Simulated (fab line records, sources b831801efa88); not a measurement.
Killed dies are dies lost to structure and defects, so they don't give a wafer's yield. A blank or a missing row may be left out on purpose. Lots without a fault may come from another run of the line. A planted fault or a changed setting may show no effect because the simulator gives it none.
fab line records | flow gf180mcu
record lots=5 wafers=14 last_day=34
route steps=602 shown CONTACT@304 M1@315
lots that met no fault: from a run of the same line without faults
start_h: hours from the record's first day to the start of the lot's first wafer shown | wait_h: hours since the lot's step before | " the same as in the row above | L1.1+2: a row that stands for several wafers | - no value, or no start given | * or withheld: withheld | < > ~ a bound
route shown NAME@n: a module of which the file shows steps, and the number in the route of the first | usual: mean/standard deviation of fault-free wafers | same: alike in all rows | chamber/n: place in a boat | sites: the reading at each site | _std_site: their standard deviation | _edge_site: outer sites' mean less inner sites' | radius_mm: how far each site lies from the wafer's centre | mask NAME#n: copy n | behind: the tool/chamber that last shaped the wafer | hold: why the lot was held/for how many hours/how that ended | device: the transistor (n, p or np) that didn't switch | end of line: the same wafers' tests at the end of the route | a step without rows: its recipe alone | killed: dies lost to structure and defects at the first sort, not the wafer's yield | map: a wafer's dies, x killed, . not, _ none there
set.NAME: the setting as run; set.NAME@STEP: as run at that earlier step | model.NAME: the simulator's own value behind a step, which no gauge read
lots at some steps of the route; a table a step, a row a wafer
services: from which hour (start_h, from the record's first day; less than 0 if before it) a tool's chamber was out of use, for how many hours, and why
## steps
# step GF_CONTACT_ETCH_17
# recipe chemistry=C4F8/O2/Ar mask_material=KrF target=SiO2 stop_on=CoSi2 source_w=1500 bias_w=1200 pressure_mtorr=40 c4f8_flow_sccm=withheld O2_flow_sccm=6 Ar_flow_sccm=300 time_s=withheld target_depth_a=8600
# usual chamber_pressure_mTorr=40.00/0.038 oes_product_au=0.815/0.005
# columns lot.wafer tool chamber start_h wait_h chamber_pressure_mTorr oes_product_au
L743.2 rie_diel-03 3 - - 39.99 0.812
L743.3 " 2 " " 40.00 0.820
L743.4 " 0 " " 40.05 0.823
L751.1 rie_diel-03 1 - - 40.01 0.811
L751.3 " 0 " " 40.01 0.809
L751.5 " 0 " " 39.99 0.819
L752.1 rie_diel-01 1 - - 40.07 0.812
L752.3 " 3 " " 40.02 0.827
L752.6 " 0 " " 40.02 0.804
L756.2 rie_diel-03 1 - - 39.97 0.822
L756.3 " 0 " " 40.06 0.818
L760.1 rie_diel-04 3 - - 40.04 0.811
L760.2 " 1 " " 39.93 0.817
L760.3 " 0 " " 40.00 0.808
# step GF_CONTACT_STRIP_18
# recipe chemistry=O2/N2 power_w=1400 pressure_mtorr=1500 platen_temp_c=250 o2_flow_sccm=3000 n2_flow_sccm=300 overash_fraction=0.5
# usual chamber_pressure_mTorr=1500.0/1.5 drypump_motor_current_A=5.57/0.25 heater_power_w=351/28 oes_product_au=0.580/0.0051
# columns lot.wafer tool chamber start_h wait_h chamber_pressure_mTorr drypump_motor_current_A heater_power_w oes_product_au rf_hours_counter_h
L743.2 plasma_asher-04 1 400.08 - 1500.1 5.77 321 0.579 80
L743.3 " 0 " " 1499.1 5.36 325 0.572 -
L743.4 " 1 " " 1501.3 5.78 324 0.575 -
L751.1 plasma_asher-01 0 470.58 - 1501.8 5.87 387 0.570 86
L751.3 " 1 " " 1498.6 5.52 380 0.588 -
L751.5 " 0 " " 1499.7 5.85 389 0.582 -
L752.1 plasma_asher-01 0 479.66 - 1500.8 5.90 390 0.585 87
L752.3 " 0 " " 1500.7 5.87 385 0.575 -
L752.6 " 0 " " 1498.2 5.89 384 0.578 -
L756.2 plasma_asher-01 0 512.51 - 1501.4 5.88 391 0.587 90
L756.3 " 0 " " 1498.3 5.88 394 0.586 -
L760.1 plasma_asher-04 1 550.52 - 1500.9 5.78 351 0.577 12
L760.2 " 0 " " 1495.8 5.29 322 0.578 12
L760.3 " 1 " " 1501.7 5.75 333 0.582 -
# step GF_CONTACT_CLEAN_19
# recipe chemistry=SPM
# step GF_CONTACT_CLEAN_20
# recipe chemistry=DIW
# step GF_CONTACT_CLEAN_21
# recipe chemistry=dHF time_s=20 dilution=100:1 dry=ipa_marangoni
# step GF_CONTACT_SPUTTER_22
# recipe material=Ti target_thk_nm=15 chamber_pressure_pa=5 power_w=2500 substrate_temp_c=200 time_s=80.02
# step GF_CONTACT_SPUTTER_23
# recipe material=TiN target_thk_nm=10 chamber_pressure_pa=5 power_w=4000 time_s=40
# step GF_CONTACT_CVD_24
# recipe material=W target_thk_nm=300 time_s=90.339 temp_c=400 pressure_torr=40
# usual heater_power_w=917/94
# columns lot.wafer tool chamber start_h wait_h heater_power_w
L743.2 cvd_w-01 1 400.48 0.0 1031
L743.3 " 1 " " 1035
L743.4 " 0 " " 857
L751.1 cvd_w-01 0 470.98 0.0 864
L751.3 " 0 " " 869
L751.5 " 0 " " 868
L752.1 cvd_w-01 0 480.06 0.0 856
L752.3 " 1 " " 1034
L752.6 " 0 " " 872
L756.2 cvd_w-01 1 512.92 0.0 1031
L756.3 " 1 " " 992
L760.1 cvd_w-01 1 550.93 0.0 1034
L760.2 " 0 " " 876
L760.3 " 0 " " 881
# step GF_CONTACT_RS_MEAS_25
# recipe thk_meas_gauge=four-point-probe reads=W_of_CONTACT_CVD_24+TiN_of_CONTACT_SPUTTER_23+Ti_of_CONTACT_SPUTTER_22
# usual CONTACT_W_RS=0.379/0.0049
# columns lot.wafer tool chamber start_h wait_h CONTACT_W_RS[ohm/sq]
L743.2 film_metro-04 - 400.60 0.1 0.376
L743.3 " - " " 0.374
L743.4 " - " " 0.376
L751.1 film_metro-02 - 471.08 0.1 0.378
L751.3 " - " " 0.373
L751.5 " - " " 0.376
L752.1 film_metro-01 - 480.16 0.1 0.385
L752.3 " - " " 0.377
L752.6 " - " " 0.372
L756.2 film_metro-01 - 513.04 0.1 0.380
L756.3 " - " " 0.370
L760.1 film_metro-01 - 551.03 0.1 0.378
L760.2 " - " " 0.381
L760.3 " - " " 0.381
# step GF_CONTACT_THK_MEAS_26
# recipe thk_meas_gauge=xrf reads=W_of_CONTACT_CVD_24
# usual CONTACT_W_THK=297/5
# columns lot.wafer tool chamber start_h wait_h CONTACT_W_THK[nm]
L743.2 film_metro-04 - 400.71 0.1 298
L743.3 " - " " 299
L743.4 " - " " 299
L751.1 film_metro-02 - 471.20 0.1 298
L751.3 " - " " 301
L751.5 " - " " 299
L752.1 film_metro-01 - 480.28 0.1 297
L752.3 " - " " 302
L752.6 " - " " 307
L756.2 film_metro-01 - 513.15 0.1 300
L756.3 " - " " 308
L760.1 film_metro-01 - 551.15 0.1 300
L760.2 " - " " 297
L760.3 " - " " 299
# step GF_CONTACT_CMP_27
# recipe stop_on=SiO2 down_force_psi=3.5 platen_rpm=60 t_overpolish_s=15 target_thk_nm=0 pad_velocity_m_s=0.94248
# step GF_M1_SPUTTER_00
# recipe material=Ti target_thk_nm=37.5 arriving_ion_energy_ev=80 substrate_temp_c=200 chamber_pressure_pa=2 power_w=4000 time_s=150
# usual throttle_valve_pct=29.7/1.1
# columns lot.wafer tool chamber start_h wait_h throttle_valve_pct
L743.2 pvd_sputter-02 - 401.06 0.2 29.6
L743.3 " - " " 29.9
L743.4 " - " " 31.3
L751.1 pvd_sputter-03 - 471.56 0.1 29.4
L751.3 " - " " 28.4
L751.5 " - " " 31.5
L752.1 pvd_sputter-01 - 480.80 0.2 28.5
L752.3 " - " " 27.7
L752.6 " - " " 30.6
L756.2 pvd_sputter-03 - 513.50 0.1 29.6
L756.3 " - " " 28.3
L760.1 pvd_sputter-02 - 551.78 0.2 29.7
L760.2 " - " " 30.3
L760.3 " - " " 31.3
# step GF_M1_SPUTTER_01
# recipe material=TiN target_thk_nm=30 power_w=6500 time_s=25 chamber_pressure_pa=0.4
# usual throttle_valve_pct=29.6/1.2
# columns lot.wafer tool chamber start_h wait_h throttle_valve_pct model.TiN_of_M1_SPUTTER_01.thk_nm
L743.2 pvd_sputter-02 - 401.16 0.1 29.5 30.08
L743.3 " - " " 30.0 29.38
L743.4 " - " " 31.5 29.96
L751.1 pvd_sputter-03 - 471.66 0.1 29.7 30.56
L751.3 " - " " 28.4 30.31
L751.5 " - " " 31.4 29.93
L752.1 pvd_sputter-01 - 480.90 0.1 28.8 30.07
L752.3 " - " " 27.6 29.64
L752.6 " - " " 30.5 30.29
L756.2 pvd_sputter-03 - 513.60 0.1 29.5 30.38
L756.3 " - " " 28.1 29.68
L760.1 pvd_sputter-02 - 551.88 0.1 29.6 29.6
L760.2 " - " " 30.2 29.49
L760.3 " - " " 31.3 29.75
# step GF_M1_SPUTTER_02
# recipe material=AlCu target_thk_nm=450 power_w=10600 time_s=23.9 chamber_pressure_pa=0.4
# usual throttle_valve_pct=29.6/1.2
# columns lot.wafer tool chamber start_h wait_h throttle_valve_pct
L743.2 pvd_sputter-02 - 401.19 0.0 29.5
L743.3 " - " " 30.1
L743.4 " - " " 31.4
L751.1 pvd_sputter-03 - 471.69 0.0 29.9
L751.3 " - " " 28.0
L751.5 " - " " 31.6
L752.1 pvd_sputter-01 - 480.93 0.0 28.6
L752.3 " - " " 27.5
L752.6 " - " " 30.4
L756.2 pvd_sputter-03 - 513.63 0.0 29.7
L756.3 " - " " 28.1
L760.1 pvd_sputter-02 - 551.91 0.0 29.4
L760.2 " - " " 30.2
L760.3 " - " " 31.4
## services
# columns tool chamber start_h hours kind
rie_diel-03 0 380.74 5.3 repair
pvd_sputter-03 - 393.39 8.6 repair
pvd_sputter-01 - 401.74 0.9 repair
pvd_sputter-03 - 402.74 4.4 repair
pvd_sputter-01 0 414.50 - consumable_replace:kit
pvd_sputter-01 0 414.50 18.0 scheduled_down
pvd_sputter-01 0 414.50 18.0 vent_cycle
pvd_sputter-02 - 420.35 2.8 repair
plasma_asher-04 - 421.25 9.0 pm
cvd_w-01 - 423.15 0.6 repair
plasma_asher-04 - 430.25 7.2 pm
rie_diel-03 - 450.81 15.6 pm
pvd_sputter-02 - 477.57 0.7 repair
plasma_asher-04 - 478.19 1.2 repair
cvd_w-01 - 490.58 0.6 repair
pvd_sputter-03 0 501.17 - consumable_replace:kit
pvd_sputter-03 0 501.17 18.0 scheduled_down
pvd_sputter-03 0 501.17 18.0 vent_cycle
rie_diel-03 2 507.89 10.9 repair
pvd_sputter-01 - 528.28 6.5 repair
rie_diel-01 1 542.22 11.3 repair
cvd_w-01 1 542.70 4.4 repair
cvd_w-01 - 543.74 1.5 repair
pvd_sputter-03 - 546.44 6.0 repair
## key
first_sign none at tools or gauges
model_effect step=GF_M1_SPUTTER_01 value=TiN_of_M1_SPUTTER_01.thk_nm without=30.77 struck=29.68
met_at GF_M1_SPUTTER_01
struck_wafers L756.3
onset_between 471.66 513.60
fault kind=process_parameter_drift tool=pvd_sputter-03 chamber=- onset_h=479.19 steps=GF_M1_SPUTTER_01 channel=time_s offset=* shape=step end_h=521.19 scope=struck_wafers_only acts_in=* stated=*
